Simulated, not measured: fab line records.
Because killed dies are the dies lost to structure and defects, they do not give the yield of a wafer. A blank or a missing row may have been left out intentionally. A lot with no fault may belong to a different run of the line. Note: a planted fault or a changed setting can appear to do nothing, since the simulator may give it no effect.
8D (eight disciplines) problem report, filled in by code    flow gf180mcu    the parts of the form that need people (team, actions taken, sign-off) are left out

## 1. WHAT WENT WRONG
Across 6 wafers from 2 lots, VT_IMPLANT_2_TW at GF_VT_IMPLANT_TW_MEAS_21 averages 1267, while fault-free wafers read 1210 with a standard deviation of 10. Relative to the usual mean, that is a shift of +5.7 standard deviations.
Seen first at day 8 04:46 on film_metro-01, wafer L241.2. Wafers with a number at this step in the record: 39, from 13 lots. The rule behind "out" and "out of limits": a value lying over 4 standard deviations away from the usual mean. The rest of the wafers with a number are treated as sound.

## 2. WHAT IT IS, AND WHAT IT ISN'T
question                     is                      is not
which readings at this step  VT_IMPLANT_2_TW         -
which lots                   L241, L242              L235, L236, L237, L238, L239, L240, L250, L251, L253, L255, L256
which wafers of those lots   all that have a number  -
read on which gauges         film_metro-01           film_metro-03, film_metro-04
when                         from day 8 04:46        up to then (15 sound wafers); but 18 sound wafers of L240, L250, L251, L253, L255, L256 came after

## 3. THE SUSPECTS, EACH WITH WHAT RULES IT OUT
Counting: a tool at any process step up to the reading remains a suspect when it ran all the lots that are out and ran no sound lot after the first of those.
- ruled out: the gauge at GF_VT_IMPLANT_TW_MEAS_21. All the wafers that are out were read on film_metro-01, but those of them that GF_VT_IMPLANT_IMPLANT_19 has rows for are out there too, on other tools.
- implanter-04 at GF_VT_IMPLANT_IMPLANT_19: kept. Every lot that is out went through it, starting with L241 (day 8 04:32), and after that it ran no sound lot; the last sound lot it ran before then is L239 (day 7 14:55). Its own beam_energy_keV readings are out on those wafers.
The count leaves implanter-04 at GF_VT_IMPLANT_IMPLANT_19.

## 4. THE CAUSE (what the simulator had put in)
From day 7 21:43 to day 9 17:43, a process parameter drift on implanter-04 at GF_VT_IMPLANT_IMPLANT_19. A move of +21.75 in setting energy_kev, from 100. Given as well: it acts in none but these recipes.
The count eliminated every tool but this one.

## 5. THE EFFECT CHAIN, in route order
Each row: a reading where the mean over the struck wafers with a number is more than 3 standard deviations away from the usual. Only readings whose record carries a usual standard deviation are examined. hours: median over the lots of the time between each lot's start at the first step of this table that gives one and its start at this step. sigmas: the change, counted in usual standard deviations.
hours  step                      reading          usual   on struck wafers  change  sigmas
0      GF_VT_IMPLANT_IMPLANT_19  beam_energy_keV  100.00  121.79            +21.79  +99 or more
0      GF_VT_IMPLANT_TW_MEAS_21  VT_IMPLANT_2_TW  1210    1267              +57     +5.7
Process steps it contains:
- GF_VT_IMPLANT_IMPLANT_19
At these later measuring or inspecting steps, every struck wafer for which the step has a row has a number for every such reading, and none has moved that far: GF_HV_LDD_OVL_MEAS_47.

## 6. WHAT WOULD HAVE CAUGHT IT SOONER
In this record the first reading out of limits at a measuring or inspecting step was taken at day 8 04:46, 7 hours after the fault began at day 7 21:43.
Tool's own readings at GF_VT_IMPLANT_IMPLANT_19, beam_energy_keV: out on all struck wafers the step has rows for; an alarm limit on them would have tripped on the first.
Among the 2 lots that are out, L242 began GF_VT_IMPLANT_IMPLANT_19 on implanter-04 after day 8 04:46. Putting the tool on hold at that point would have spared it.
